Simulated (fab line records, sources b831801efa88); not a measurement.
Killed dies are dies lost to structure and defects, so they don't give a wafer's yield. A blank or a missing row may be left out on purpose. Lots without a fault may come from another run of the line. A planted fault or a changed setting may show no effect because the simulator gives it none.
Which tool did it? | flow gf180mcu | 12 lots, 36 wafers sampled, at 6 steps of a route of 602

WHAT THE GAUGES READ, wafer by wafer
GF_HV_LDD_OVL_MEAS_08. Usual: HV_LDD_OVL 0.5 nm, standard deviation 1.2.
lot  | measured     | on         | HV_LDD_OVL (nm) | flag
L127 | day 11 07:20 | overlay-01 | 4.0 3.8 1.5     |
L128 | day 11 09:17 | overlay-02 | -1.1 -1.5 0.0   |
L129 | day 11 18:44 | overlay-02 | -1.2 0.4 -0.4   |
L131 | day 12 08:37 | overlay-01 | 0.1 0.9 2.0     |
L132 | day 12 16:23 | overlay-02 | 1.0 -0.8 -0.4   |
L134 | day 13 09:31 | overlay-02 | 1.9 -1.1 1.5    |
L139 | day 15 03:08 | overlay-01 | 2.7 1.7 0.8     |
L141 | day 15 20:57 | overlay-02 | 1.4 0.9 2.6     |
L140 | day 15 23:05 | overlay-01 | 0.6 2.2 0.9     |
L142 | day 16 07:44 | overlay-02 | 0.9 -1.0 0.5    |
L146 | day 17 04:55 | overlay-02 | -0.2 -0.3 2.1   |
L145 | day 17 07:50 | overlay-01 | 1.4 0.0 0.9     |

GF_HV_LDD_TW_MEAS_38. Usual: HV_LDD_3_TW 1433, standard deviation 6.4.
lot  | measured     | on            | HV_LDD_3_TW    | flag
L127 | day 12 22:05 | film_metro-01 | 1439 1435 1422 |
L128 | day 13 01:15 | film_metro-02 | 1415 1427 1418 |
L129 | day 13 11:17 | film_metro-02 | 1424 1436 1421 |
L131 | day 14 02:18 | film_metro-03 | 1532 1533 1529 | OFF
L132 | day 14 09:37 | film_metro-01 | 1443 1445 1438 |
L134 | day 15 03:35 | film_metro-01 | 1437 1437 1441 |
L139 | day 17 00:20 | film_metro-02 | 1536 1542 1550 | OFF
L141 | day 17 20:08 | film_metro-03 | 1439 1430 1430 |
L140 | day 17 21:07 | film_metro-02 | 1437 1443 1439 |
L142 | day 18 07:22 | film_metro-02 | 1435 1437 1437 |
L146 | day 19 05:19 | film_metro-02 | 1434 1429 1426 |
L145 | day 19 08:34 | film_metro-01 | 1430 1437 1434 |

GF_HV_LDD_OVL_MEAS_47. Usual: HV_LDD_03_OVL 0.0 nm, standard deviation 1.7.
lot  | measured     | on         | HV_LDD_03_OVL (nm) | flag
L127 | day 13 18:06 | overlay-02 | -1.5 0.7 -1.5      |
L128 | day 13 21:38 | overlay-01 | 0.5 0.8 1.1        |
L129 | day 14 07:28 | overlay-01 | 1.5 -0.7 0.4       |
L131 | day 14 22:28 | overlay-02 | 1.3 1.7 1.6        |
L132 | day 15 06:52 | overlay-01 | 2.1 0.9 4.2        |
L134 | day 16 01:52 | overlay-01 | 0.3 1.0 2.9        |
L139 | day 17 23:20 | overlay-02 | 0.3 0.1 0.6        |
L141 | day 18 19:52 | overlay-02 | -1.3 -3.3 -0.9     |
L140 | day 18 20:48 | overlay-01 | -0.1 1.0 -0.4      |
L142 | day 19 07:16 | overlay-01 | 1.7 2.3 2.1        |
L146 | day 20 05:56 | overlay-02 | 0.3 -1.1 -3.2      |
L145 | day 20 08:04 | overlay-02 | -0.8 0.1 1.0       |

GF_HV_LDD_RS_MEAS_53: measures by four-point-probe. Usual: HV_LDD_RS 418.0 ohm/sq, standard deviation 0.82.
lot  | measured     | on            | HV_LDD_RS (ohm/sq) | flag
L127 | day 13 18:34 | film_metro-01 | 418.7 418.7 417.8  |
L128 | day 13 22:07 | film_metro-02 | 417.0 417.4 416.6  |
L129 | day 14 07:56 | film_metro-01 | 418.0 418.0 417.8  |
L131 | day 14 23:07 | film_metro-01 | 399.1 399.0 398.8  | OFF
L132 | day 15 07:20 | film_metro-02 | 416.5 416.9 417.3  |
L134 | day 16 02:20 | film_metro-01 | 418.5 419.0 417.9  |
L139 | day 17 23:49 | film_metro-02 | 398.7 398.0 397.7  | OFF
L141 | day 18 20:20 | film_metro-02 | 417.5 418.2 417.4  |
L140 | day 18 21:16 | film_metro-02 | 418.9 418.1 417.5  |
L142 | day 19 07:44 | film_metro-01 | 418.9 417.9 418.2  |
L146 | day 20 06:24 | film_metro-02 | 417.7 418.2 415.8  |
L145 | day 20 08:32 | film_metro-01 | 418.1 419.5 418.8  |

WHICH TOOL RAN EACH LOT (tool, then ch and the chambers of the sampled wafers, then the start)
lot  | GF_HV_LDD_IMPLANT_34            | GF_HV_LDD_STRIP_37
L127 | implanter-04 ch 0, day 12 21:32 | plasma_asher-03 ch 0,1, day 12 21:59
L128 | implanter-03 ch 0, day 13 00:43 | plasma_asher-04 ch 0,1, day 13 01:08
L129 | implanter-01 ch 0, day 13 10:44 | plasma_asher-04 ch 0,1, day 13 11:11
L131 | implanter-01 ch 0, day 14 01:26 | plasma_asher-03 ch 0,1, day 14 02:12
L132 | implanter-03 ch 0, day 14 09:05 | plasma_asher-04 ch 0,1, day 14 09:31
L134 | implanter-01 ch 0, day 15 03:02 | plasma_asher-02 ch 1, day 15 03:29
L139 | implanter-01 ch 0, day 16 23:29 | plasma_asher-03 ch 0,1, day 17 00:14
L141 | implanter-01 ch 0, day 17 19:35 | plasma_asher-04 ch 0,1, day 17 20:02
L140 | implanter-01 ch 0, day 17 20:34 | plasma_asher-03 ch 0,1, day 17 21:01
L142 | implanter-01 ch 0, day 18 06:50 | plasma_asher-02 ch 0,1, day 18 07:16
L146 | implanter-01 ch 0, day 19 04:47 | plasma_asher-04 ch 0,1, day 19 05:13
L145 | implanter-01 ch 0, day 19 08:02 | plasma_asher-03 ch 0,1, day 19 08:28
- GF_HV_LDD_IMPLANT_34
- GF_HV_LDD_STRIP_37: strips in O2/N2.

WHAT THE TOOLS THEMSELVES READ (means of the sampled wafers that have a number; where no wafer has one, the mark that the record gives instead)
GF_HV_LDD_IMPLANT_34. Usual: dose_ions_cm2 7.497e+12, standard deviation 7.9e+09.
lot  | tool         | dose_ions_cm2 | flag
L127 | implanter-04 | 7.498e+12     |
L128 | implanter-03 | 7.490e+12     |
L129 | implanter-01 | 7.497e+12     |
L131 | implanter-01 | 7.500e+12     |
L132 | implanter-03 | 7.495e+12     |
L134 | implanter-01 | 7.498e+12     |
L139 | implanter-01 | 7.495e+12     |
L141 | implanter-01 | 7.493e+12     |
L140 | implanter-01 | 7.500e+12     |
L142 | implanter-01 | 7.496e+12     |
L146 | implanter-01 | 7.507e+12     |
L145 | implanter-01 | 7.494e+12     |

GF_HV_LDD_STRIP_37. Usual: drypump_motor_current_A 6.2 A, standard deviation 0.32; heater_power_w 330 W, standard deviation 31; oes_product_au 0.716 a.u., standard deviation 0.0045; strip_time_to_endpoint_s 12.63 s, standard deviation 0.038.
lot  | tool            | drypump_motor_current_A (A) | heater_power_w (W) | oes_product_au (a.u.) | strip_time_to_endpoint_s (s) | flag
L127 | plasma_asher-03 | 5.8                         | 352                | 0.716                 | 12.60                        |
L128 | plasma_asher-04 | 6.4                         | 305                | 0.714                 | 12.69                        |
L129 | plasma_asher-04 | 6.4                         | 307                | 0.713                 | 12.66                        |
L131 | plasma_asher-03 | 5.8                         | 351                | 0.719                 | 12.69                        |
L132 | plasma_asher-04 | 6.5                         | 320                | 0.714                 | 12.56                        |
L134 | plasma_asher-02 | 6.4                         | 372                | 0.717                 | 12.62                        |
L139 | plasma_asher-03 | 5.9                         | 352                | 0.723                 | 12.64                        |
L141 | plasma_asher-04 | 6.5                         | 318                | 0.715                 | 12.65                        |
L140 | plasma_asher-03 | 5.9                         | 356                | 0.718                 | 12.63                        |
L142 | plasma_asher-02 | 6.4                         | 331                | 0.713                 | 12.65                        |
L146 | plasma_asher-04 | 6.4                         | 304                | 0.714                 | 12.58                        |
L145 | plasma_asher-03 | 5.9                         | 351                | 0.714                 | 12.57                        |

THE ANSWER, worked out from the rows above alone
Rule: a lot is off if the mean of its wafers that have a number lies more than 3 standard deviations from the usual mean. A lot without any number at a reading at which 4 lots or more have one is off too. The other lots that the step has rows for count as sound. The gauges are gone through in route order, then the tools' own readings, and for those a lot's mean is taken as printed above. The first step at which some lot is off is used, and at that step the reading that is off furthest; a lot without a number counts as furthest.
Off: L131, L139, at GF_HV_LDD_TW_MEAS_38 (HV_LDD_3_TW).
A tool fits if, at a process step before that reading, it ran every lot that is off, and no sound lot after the first of them. The gauges at GF_HV_LDD_TW_MEAS_38 are tried like those tools. None of those tried fits.

WHAT THE SIMULATOR HAD PUT IN
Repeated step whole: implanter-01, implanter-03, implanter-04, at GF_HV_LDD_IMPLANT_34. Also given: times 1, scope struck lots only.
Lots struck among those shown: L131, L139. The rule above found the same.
